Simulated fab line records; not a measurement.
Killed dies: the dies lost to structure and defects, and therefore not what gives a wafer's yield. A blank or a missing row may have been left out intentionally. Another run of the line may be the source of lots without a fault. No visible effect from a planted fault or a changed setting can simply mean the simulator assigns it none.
Which of the tools did it?    flow sky130    Sampling: 12 lots, 36 wafers, 5 of 708 route steps

== WHAT THE GAUGES SHOWED, per wafer ==
SKY_FIELD_ISO_THK_MEAS_23.
lot   measured     on             FIELD_ISO_OXIDATION_01_THK (nm)
L971  day 2 16:12  film_metro-01  9.85 9.85 9.94
L972  day 2 22:54  film_metro-03  9.97 9.99 10.00
L974  day 3 03:47  film_metro-02  9.65 9.66 9.54
L976  day 3 14:29  film_metro-03  10.14 10.27 10.34
L978  day 4 02:28  film_metro-02  10.16 9.92 10.09
L982  day 4 23:40  film_metro-01  9.98 9.79 9.96
L983  day 5 04:02  film_metro-01  9.62 9.66 9.61
L985  day 5 12:22  film_metro-01  9.51 9.52 9.50
L989  day 6 08:44  film_metro-03  10.31 10.33 10.26
L991  day 6 20:13  film_metro-01  10.21 10.09 10.04
L992  day 6 23:54  film_metro-02  10.16 9.99 9.91
L993  day 7 06:46  film_metro-03  9.77 9.70 9.81

SKY_NWELL_THK_MEAS_02.
lot   measured     on             NWELL_OXIDATION_THK (nm)
L971  day 2 21:30  film_metro-04  10.00 10.12 10.03
L972  day 3 03:22  film_metro-02  10.25 10.02 10.04
L974  day 3 11:07  film_metro-03  9.89 9.83 9.97
L976  day 3 22:28  film_metro-02  9.67 9.83 9.95
L978  day 4 07:05  film_metro-02  10.23 10.13 10.34
L982  day 5 05:26  film_metro-02  9.85 9.66 9.66
L983  day 5 09:35  film_metro-02  9.47 9.46 9.58
L985  day 5 18:13  film_metro-03  10.00 9.96 10.06
L989  day 6 13:38  film_metro-02  9.84 9.85 9.95
L991  day 7 00:35  film_metro-02  9.65 9.79 9.77
L992  day 7 03:54  film_metro-04  9.99 9.83 10.00
L993  day 7 11:14  film_metro-04  9.99 9.95 10.11

SKY_NWELL_OVL_MEAS_10.
lot   measured      on          NWELL_00_OVL (nm)
L971  day 4 20:35   overlay-01  0.1 -0.4 -0.4
L972  day 5 03:38   overlay-02  3.2 3.0 2.3
L974  day 5 13:17   overlay-02  0.7 0.5 0.7
L976  day 6 02:26   overlay-01  1.3 1.4 3.1
L978  day 6 12:47   overlay-02  1.0 2.4 1.2
L982  day 7 14:05   overlay-02  - - -
L983  day 7 18:41   overlay-02  0.9 1.1 2.5
L985  day 8 04:02   overlay-01  -1.7 -1.0 -2.3
L989  day 9 02:38   overlay-01  1.2 -0.9 1.0
L991  day 9 13:56   overlay-02  0.4 -1.3 -0.2
L992  day 9 18:53   overlay-01  1.1 1.8 0.1
L993  day 10 02:35  overlay-02  1.8 0.5 1.2

SKY_NWELL_TW_MEAS_15.
lot   measured      on             NWELL_TW
L971  day 4 21:11   film_metro-04  1844 1847 1835
L972  day 5 04:13   film_metro-02  1824 1841 1831
L974  day 5 13:52   film_metro-04  1836 1844 1830
L976  day 6 03:01   film_metro-02  1849 1850 1847
L978  day 6 13:22   film_metro-04  1823 1827 1829
L982  day 7 14:41   film_metro-03  30 30 30
L983  day 7 19:16   film_metro-03  1835 1836 1837
L985  day 8 04:37   film_metro-03  1822 1828 1819
L989  day 9 03:13   film_metro-02  1831 1840 1832
L991  day 9 14:31   film_metro-03  1813 1827 1821
L992  day 9 19:28   film_metro-02  1819 1828 1841
L993  day 10 03:10  film_metro-04  1838 1834 1832

== EACH LOT AND THE TOOL THAT RAN IT (in order: tool; ch and the chambers of the sampled wafers; start) ==
lot   SKY_NWELL_EXPOSE_07
L971  iline_stepper-01 ch 0, day 4 12:46
L972  iline_stepper-01 ch 0, day 4 19:05
L974  iline_stepper-01 ch 0, day 5 04:15
L976  iline_stepper-01 ch 0, day 5 17:21
L978  iline_stepper-01 ch 0, day 6 03:34
L982  iline_stepper-02 ch 0, day 7 04:01
L983  iline_stepper-02 ch 0, day 7 09:36
L985  iline_stepper-02 ch 0, day 7 18:20
L989  iline_stepper-01 ch 0, day 8 16:19
L991  iline_stepper-02 ch 0, day 9 03:39
L992  iline_stepper-01 ch 0, day 9 08:35
L993  iline_stepper-01 ch 0, day 9 15:57
- SKY_NWELL_EXPOSE_07: exposes mask NWM, target cd 840 nm.

== AS READ BY THE TOOLS THEMSELVES (means over the sampled wafers that have a number; for cases with no such wafer, the mark the record gives instead) ==
The record holds no such reading with a usual standard deviation.

== THE ANSWER, worked out from the rows above alone ==
Rule: the usual values come from the lots themselves. The widest of any qualifying gaps counts: lots, ordered by their means at a reading, are off when they make up no more than a third of the lots, leave a main group of 4 or more, and stand apart from it by 3 or more times the standard deviation of that group's means. A main group whose means are all the same, to the digits that the tables above print for the reading, isn't used. A lot without any number at a reading at which 4 lots or more have one is off too. All remaining lots with rows at the step are treated as sound. The gauges are gone through in route order, then the tools' own readings, and for those a lot's mean is taken as printed above. At the first step where some lot is off, the reading lying furthest off is the one used; lots without a number count as furthest.
Off: L982, seen at SKY_NWELL_OVL_MEAS_10 (NWELL_00_OVL). Without a number there: L982. Main group: mean 0.8 nm, sd 1.2.
If a tool, at a process step before that reading, ran all the lots that are off and no sound lot after the first of them, it fits. The gauges at SKY_NWELL_OVL_MEAS_10 aren't tried: what is off there is off at SKY_NWELL_TW_MEAS_15 too, on other tools, and a gauge's error can't cause that. None of those tried fits.

== WHAT WAS PUT IN BY THE SIMULATOR ==
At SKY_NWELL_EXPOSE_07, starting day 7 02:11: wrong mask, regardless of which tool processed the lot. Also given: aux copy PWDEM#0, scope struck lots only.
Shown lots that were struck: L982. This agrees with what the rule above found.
